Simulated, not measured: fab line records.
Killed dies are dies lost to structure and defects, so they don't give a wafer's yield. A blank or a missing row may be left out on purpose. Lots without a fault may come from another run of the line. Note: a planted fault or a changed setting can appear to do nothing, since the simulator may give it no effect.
A lot that was struck, set against a sound lot / flow sky130 / 15 steps out of a route of 708
Sound: these wafers, L602.1, L602.3, L602.4. Struck: wafer L610.4 (L610.1, L610.6, from the same lot, were not struck and are left out); the cause is given at the end.
For every step that has rows: the tool of each side, followed by ch and its chambers, followed by its first start. Under that, the readings that differ: sound wafers / struck wafers / difference of the means / sigmas: that difference in standard deviations of wafers without a fault.
alike: words and numbers the same on both sides, and readings whose means are apart by under 2 such deviations; not compared: readings that were withheld, readings missing a value for some wafer, numbers with overlapping values and no deviation given by the record, and bounds like >300 which may hide the same value.
Wherever a step has rows on one side only, a row that says differs or no value, or a row with sigmas, the two part there. Non-overlapping numbers with no deviation appear without sigmas and do not part them. Lack of a reading on every wafer of one side parts them only where that side has two or more wafers.

SKY_VIA1_ETCH_14: etches BARC in N2/H2, stops on SiO2, time 45.9 s, target depth 60 nm.
  sound on rie diel-01 ch 0,1,3, day 36 17:02; struck on rie diel-03 ch 3, day 38 17:59
reading=rf hours counter h (h); sound=22 12 21; struck=23; difference=+5; sigmas=
  alike: drypump motor current A, oes product au, throttle valve pct
SKY_VIA1_ETCH_15: etches SiO2 in C4F8/O2/Ar, stops on TiN, target depth 351 nm, time 54 s.
  sound on rie diel-01 ch 0,1,3, day 36 17:05; struck on rie diel-03 ch 3, day 38 18:02
reading=rf hours counter h (h); sound=22 12 21; struck=23; difference=+5; sigmas=
  alike: oes product au
SKY_VIA1_STRIP_16: strips in O2/N2.
  sound on plasma asher-01 ch 0,1, day 36 17:08; struck on plasma asher-04 ch 0, day 38 18:05
  alike: drypump motor current A, oes product au, strip time to endpoint s
  not compared: rf hours counter h
then, 4 steps without rows for these wafers: SKY_VIA1_STRIP_17 (strips in post etch residue remover, time 1200 s); SKY_VIA1_CLEAN_18 (cleans in IPA, time 180 s); SKY_VIA1_CLEAN_19 (cleans in O3/DIW); SKY_VIA1_SPUTTER_20 (material TiN, target thk 20 nm, time 80 s).
SKY_VIA1_CVD_21: deposits W, target thk 270 nm, time 80.902 s.
  sound on cvd w-02 ch 0,1, day 36 17:47; struck on cvd w-01 ch 0, day 38 18:44
  alike: heater power w
SKY_VIA1_RS_MEAS_22: a four-point-probe measurement.
  struck on film metro-03, day 38 18:55; sound on film metro-02, day 36 17:53
  alike: VIA1_W_RS
SKY_VIA1_THK_MEAS_23: measures by xrf.
  struck on film metro-03, day 38 19:02; sound on film metro-02, day 36 18:00
  alike: VIA1_W_THK
then, 2 steps without rows for these wafers: SKY_VIA1_CMP_24 (polishes, stops on SiO2, t overpolish 15 s, target thk 0 nm); SKY_METAL2_SPUTTER_00 (material Ti, target thk 15 nm, time 10 s).
SKY_METAL2_SPUTTER_01: material TiN, target thk 20 nm, time 16.7 s.
  struck on pvd sputter-03, day 38 19:25; sound on pvd sputter-01, day 36 18:23
reading=model.TiN_of_METAL2_SPUTTER_01.thk nm (nm); sound=20.23 20.3 20.13; struck=14.57; difference=-5.65; sigmas=
  alike: throttle valve pct
SKY_METAL2_SPUTTER_02: material AlCu, target thk 250 nm, time 13.3 s.
  struck on pvd sputter-03, day 38 19:26; sound on pvd sputter-01, day 36 18:25
  alike: throttle valve pct
after that, 1 step had no rows for these wafers: SKY_PAD_OPEN_PROBE_99.

== WHERE THEY PART ==
Nowhere in this record.

WHY: the cause the simulator had injected
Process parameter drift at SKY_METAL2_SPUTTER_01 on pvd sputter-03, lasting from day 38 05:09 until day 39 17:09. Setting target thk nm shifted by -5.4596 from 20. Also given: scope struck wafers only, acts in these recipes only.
